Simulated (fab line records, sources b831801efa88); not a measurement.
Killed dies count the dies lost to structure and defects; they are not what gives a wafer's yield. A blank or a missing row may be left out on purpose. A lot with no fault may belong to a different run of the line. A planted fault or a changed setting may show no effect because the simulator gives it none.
Lot-split experiment + flow sfq_line + 23 wafers read across 5 lots, on a route 325 steps long

== ABOUT THE SPLIT ==
At SFQ_TRILAYER_I6_CMP_CMP_166 (polishes SiO2), the setting leave_above_ref_nm was moved away from the recipe's 200 nm on 7 of the 23 wafers read, by -6.6% to +4.0%. All remaining wafers had this setting at the recipe value.

== FROM THE SPLIT TO THE READING: what the file shows between them, 2 steps ==
- SFQ_TRILAYER_I6_METRO_MEASURE_167
- SFQ_TRILAYER_I6_VIA_BARC_OPEN_VIA_ETCH_235: etches BARC in O2, target depth 125 nm, time 41.7 s (also split here: time_s)

== THE READING ==
oes_product_au, in a.u., at SFQ_TRILAYER_I6_VIA_ETCH_VIA_ETCH_172 (etches SiO2 in CHF3, stops on Nb, target depth 260 nm). A value of 0.855 a.u. with a standard deviation of 0.0051 a.u. is what fault-free wafers of this fab line usually give.

| wafer  | tool, chamber at the split | leave_above_ref_nm as run, nm | against the recipe | oes_product_au, a.u. | against lot-mates on the recipe |
|--------|----------------------------|-------------------------------|--------------------|----------------------|---------------------------------|
| L074.1 | cmp-01, 0                  | 200                           | recipe             | 0.850                | -                               |
| L074.2 | cmp-01, 2                  | 200                           | recipe             | 0.850                | -                               |
| L074.5 | cmp-01, 2                  | 200                           | recipe             | 0.854                | -                               |
| L075.1 | cmp-02, 1                  | 200                           | recipe             | 0.859                | -                               |
| L075.2 | cmp-02, 2                  | 208.1                         | +4.0%              | 0.873                | +0.017                          |
| L075.3 | cmp-02, 3                  | 200                           | recipe             | 0.854                | -                               |
| L075.5 | cmp-02, 2                  | 208.1                         | +4.0%              | 0.872                | +0.016                          |
| L075.6 | cmp-02, 1                  | 200                           | recipe             | 0.855                | -                               |
| L079.1 | cmp-02, 2                  | 200                           | recipe             | 0.852                | -                               |
| L079.3 | cmp-02, 3                  | 200                           | recipe             | 0.852                | -                               |
| L079.4 | cmp-02, 0                  | 189.7                         | -5.2%              | 0.834                | -0.018                          |
| L079.5 | cmp-02, 2,3                | 189.7                         | -5.2%              | 0.838                | -0.014                          |
| L079.6 | cmp-02, 2,3                | 189.7                         | -5.2%              | 0.826                | -0.026                          |
| L080.1 | cmp-02, 1,0                | 200                           | recipe             | 0.859                | -                               |
| L080.2 | cmp-02, 2                  | 200                           | recipe             | 0.860                | -                               |
| L080.3 | cmp-02, 3                  | 186.9                         | -6.6%              | 0.816                | -0.040                          |
| L080.4 | cmp-02, 1,0                | 200                           | recipe             | 0.848                | -                               |
| L080.5 | cmp-02, 2                  | 186.9                         | -6.6%              | 0.833                | -0.023                          |
| L082.1 | cmp-02, 3                  | 200                           | recipe             | 0.853                | -                               |
| L082.2 | cmp-02, 0                  | 200                           | recipe             | 0.848                | -                               |
| L082.3 | cmp-02, 2                  | 200                           | recipe             | 0.857                | -                               |
| L082.4 | cmp-02, 1                  | 200                           | recipe             | 0.854                | -                               |
| L082.6 | cmp-02, 2                  | 200                           | recipe             | 0.866                | -                               |
The file does not say which wafer passed through which chamber wherever a row lists several chambers: such a row stands for several wafers.

THE FIT
A straight line over all 23 wafers: oes_product_au changes by +0.00442 a.u. for each +1% of leave_above_ref_nm; r = +0.93; the points scatter about the line by 0.0052 a.u.
The same after taking each lot's own level away (the mean of its wafers on the recipe; 23 wafers): +0.00424 a.u. for each +1%; r = +0.92; scatter 0.0051 a.u.
Per that fit: largest leave_above_ref_nm move, reading shift of 0.028 a.u.
The lots' own levels span 0.8513 to 0.8560 a.u., that is 0.9 times the standard deviation above.
Hence the lot-to-lot level has little effect on the slope; both slopes agree.
Check: with one of the wafers moved furthest among these (-6.6%) left out of the fit, the line predicts -0.0244 a.u. for it against its lot-mates. It came out at -0.0397 a.u. against them.

== OTHER SPLITS APPLIED TO THESE WAFERS ==
Other splits were also applied to these wafers ahead of the reading. Each is held against what the fit with the lots' levels taken away leaves over:
| other split on the same wafers                    | wafers away from the commonest value | r with oes_product_au (lot level and that fit taken away) |
|---------------------------------------------------|--------------------------------------|-----------------------------------------------------------|
| SFQ_TRILAYER_R5_LITHO_PEB_139 peb_temp_c          | 7                                    | -0.12                                                     |
| SFQ_TRILAYER_I5_LITHO_PEB_147 peb_time_s          | 8                                    | +0.10                                                     |
| SFQ_TRILAYER_I5_BARC_OPEN_VIA_ETCH_200 source_w   | 5                                    | +0.29                                                     |
| SFQ_TRILAYER_C5_LITHO_PEB_154 peb_temp_c          | 9                                    | -0.01                                                     |
| SFQ_TRILAYER_I6_VIA_BARC_OPEN_VIA_ETCH_235 time_s | 8                                    | -0.31                                                     |

== THE WHOLE CHAIN: every reading that the file lists as answering this split, in the file's order ==
| step                                  | what it does                                          | reading                                                                                   | change (the file's fit)                   | r (the file's) |
|---------------------------------------|-------------------------------------------------------|-------------------------------------------------------------------------------------------|-------------------------------------------|----------------|
| SFQ_TRILAYER_I6_CMP_CMP_166           | polishes SiO2                                         | SiO2_of_TRILAYER_I6_DEP_PECVD_165.thk_nm (the simulator's own value, which no gauge read) | +2.03 nm for each +1% of the setting      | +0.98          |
| SFQ_TRILAYER_I6_METRO_MEASURE_167     |                                                       | thk_nm                                                                                    | +2.03 nm for each +1% of the setting      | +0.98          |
| SFQ_TRILAYER_I6_VIA_ETCH_VIA_ETCH_172 | etches SiO2 in CHF3, stops on Nb, target depth 260 nm | oes_product_au                                                                            | +0.00435 a.u. for each +1% of the setting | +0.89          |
| SFQ_TRILAYER_I6_VIA_ETCH_VIA_ETCH_172 | etches SiO2 in CHF3, stops on Nb, target depth 260 nm | etch.depth_nm (the simulator's own value, which no gauge read)                            | +2 nm for each +1% of the setting         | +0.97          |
| SFQ_TRILAYER_I6_VIA_ETCH_VIA_ETCH_172 | etches SiO2 in CHF3, stops on Nb, target depth 260 nm | I6.feature_depth_nm (the simulator's own value, which no gauge read)                      | +2.03 nm for each +1% of the setting      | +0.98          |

== FILE'S OWN FIT ==
oes_product_au changes by +0.00435 a.u. for each +1% of leave_above_ref_nm, r = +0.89.
